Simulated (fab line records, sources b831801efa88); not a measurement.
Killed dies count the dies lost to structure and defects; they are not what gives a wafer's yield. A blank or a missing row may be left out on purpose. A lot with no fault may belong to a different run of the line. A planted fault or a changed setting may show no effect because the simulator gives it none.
Lot-split experiment -- flow gf180mcu -- route with 602 steps; 5 lots, 23 wafers read

ABOUT THE SPLIT
At GF_VT_IMPLANT_IMPLANT_19, the setting dose-cm2 was moved away from the recipe's 4.35e+12 on 8 of the 23 wafers read, by -14.3% to -4.9%. This setting was run at the recipe's value on the other wafers.

SPLIT TO READING: what lies between them in the file, 1 step
- GF_VT_IMPLANT_STRIP_20: strips in O2/N2

THE READING
VT_IMPLANT_2_TW, at GF_VT_IMPLANT_TW_MEAS_21. Fault-free wafers of this fab line usually give 1221, standard deviation 8.4.

wafer,"tool, chamber at the split",dose-cm2 as run,against the recipe,VT_IMPLANT_2_TW,against lot-mates on the recipe
L076.1,"implanter-04, 0",4.35e+12,recipe,1214,-
L076.4,"implanter-04, 0",4.35e+12,recipe,1204,-
L076.5,"implanter-04, 0",4.35e+12,recipe,1208,-
L077.1,"implanter-01, 0",3.87e+12,-11.0%,1187,-43
L077.2,"implanter-01, 0",4.35e+12,recipe,1226,-
L077.3,"implanter-01, 0",3.87e+12,-11.0%,1181,-49
L077.5,"implanter-01, 0",4.35e+12,recipe,1232,-
L077.6,"implanter-01, 0",4.35e+12,recipe,1231,-
L081.1,"implanter-03, 0",4.35e+12,recipe,1231,-
L081.2,"implanter-03, 0",4.35e+12,recipe,1230,-
L081.4,"implanter-03, 0",4.35e+12,recipe,1225,-
L081.5,"implanter-03, 0",4.35e+12,recipe,1224,-
L081.6,"implanter-03, 0",4.35e+12,recipe,1230,-
L082.1,"implanter-04, 0",4.136e+12,-4.9%,1206,-16
L082.2,"implanter-04, 0",4.136e+12,-4.9%,1194,-28
L082.3,"implanter-04, 0",4.35e+12,recipe,1222,-
L082.4,"implanter-04, 0",4.136e+12,-4.9%,1207,-15
L082.5,"implanter-04, 0",4.35e+12,recipe,1222,-
L083.1,"implanter-03, 0",3.726e+12,-14.3%,1163,-61
L083.2,"implanter-03, 0",4.35e+12,recipe,1230,-
L083.3,"implanter-03, 0",4.35e+12,recipe,1218,-
L083.4,"implanter-03, 0",3.726e+12,-14.3%,1166,-58
L083.6,"implanter-03, 0",3.726e+12,-14.3%,1169,-55

FIT RESULTS
A straight line over all 23 wafers: VT_IMPLANT_2_TW changes by +3.88 for each +1% of dose-cm2; r = +0.94; the points scatter about the line by 7.7.
The same after taking each lot's own level away (the mean of its wafers on the recipe; 23 wafers): +4.07 for each +1%; r = +0.99; scatter 4.
The reading moves by 58 for the largest change in dose-cm2, on that fit.
From 1208.7 to 1229.7: that is the span of the lots' own levels, equal to 2.5 times the standard deviation above.
Hence the lot-to-lot level has little effect on the slope; both slopes agree.
Check: -57.5 against its lot-mates is what the line predicts for one of the wafers moved furthest among these (-14.3%) when that wafer is left out of the fit. Against them it came out at -61.

FURTHER SPLITS ON THESE WAFERS
Before the reading, these wafers also passed through other splits. Each is held against what the fit with the lots' levels taken away leaves over:
other split on the same wafers,wafers away from the commonest value,r with VT_IMPLANT_2_TW (lot level and that fit taken away)
GF_STI_OXIDATION_01 ox-time-s,10,+0.00
GF_STI_EXPOSE_09 dose-mj,2,-0.16
GF_STI_PEB_10 peb-temp-c,11,+0.46
GF_STI_WET_ETCH_26 temp-c,18,+0.03
GF_NWELL_IMPLANT_08 energy-kev,4,+0.12
GF_MVSD_IMPLANT_08 energy-kev,8,-0.06
GF_MVPSD_COAT_02 spin-rpm,7,+0.07
GF_MVPSD_IMPLANT_09 dose-cm2,8,-0.04
GF_VT_IMPLANT_COAT_13 resist-thk-nm,8,+0.10

THE FILE'S OWN FIT
VT_IMPLANT_2_TW changes by +4.06 for each +1% of dose-cm2, r = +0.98.
